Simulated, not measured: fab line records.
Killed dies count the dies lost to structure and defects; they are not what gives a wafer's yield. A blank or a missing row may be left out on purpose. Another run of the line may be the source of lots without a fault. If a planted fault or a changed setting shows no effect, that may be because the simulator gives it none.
Matching of chambers ; flow sky130 ; SKY_VIA3_CMP_24 on cmp-01 has 4 sister chambers
The step polishes, stops on SiO2, t overpolish 20 s, target thk 0 nm. 8 wafers are shown with their chamber, then 11 later ones without.

== EACH WAFER AND ITS CHAMBER ==
wafer;chamber;motor_current_A (A);time_to_endpoint_s (s)
L555.1;0;9.8;96
L564.1;3;10.0;95
L564.3;2;12.6;97
L564.4;1;10.9;89
L563.1;2;12.1;96
L563.4;1;10.1;91
L563.6;3;10.2;95
L565.3;0;9.7;91

== WAFERS WITHOUT THEIR CHAMBER ==
wafer;motor_current_A (A);time_to_endpoint_s (s)
L565.4;10.7;88
L565.5;10.5;91
L568.3;10.0;92
L568.4;10.1;92
L568.5;10.3;89
L569.2;11.8;89
L569.3;10.2;93
L569.4;10.3;89
L570.1;10.4;97
L570.3;10.9;92
L570.5;10.8;96

== EACH ONE'S CHAMBER ==
wafer;from the rows above;in truth
L565.4;1;1
L565.5;can't be placed: 1 or 3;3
L568.3;can't be placed: 0 or 3 or 1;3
L568.4;can't be placed: 0 or 3 or 1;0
L568.5;1;1
L569.2;can't be placed: 1 or 2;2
L569.3;can't be placed: 3 or 0 or 1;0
L569.4;1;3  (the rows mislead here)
L570.1;can't be placed: 3 or 0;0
L570.3;can't be placed: 1 or 3 or 0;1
L570.5;can't be placed: 3 or 1 or 0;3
Correctly placed: 2 of 11. Cannot be placed on the basis of these rows: 8; the candidates contain the true chamber in 8. Wrongly placed: 1.
How it was worked out, from the rows above alone: a wafer's distance from a chamber is the root of the sum, over the readings, of the square of ((its reading less the chamber's mean) divided by the reading's scatter). If the next closest chamber is less than 2 further off than the closest, the wafer can't be placed; otherwise it belongs to the closest. The mean given for a chamber averages the wafers shown for that chamber. The scatter is the square root of a quotient: the sum, over the shown wafers, of each reading's squared deviation from its chamber's mean, divided by wafers minus chambers.
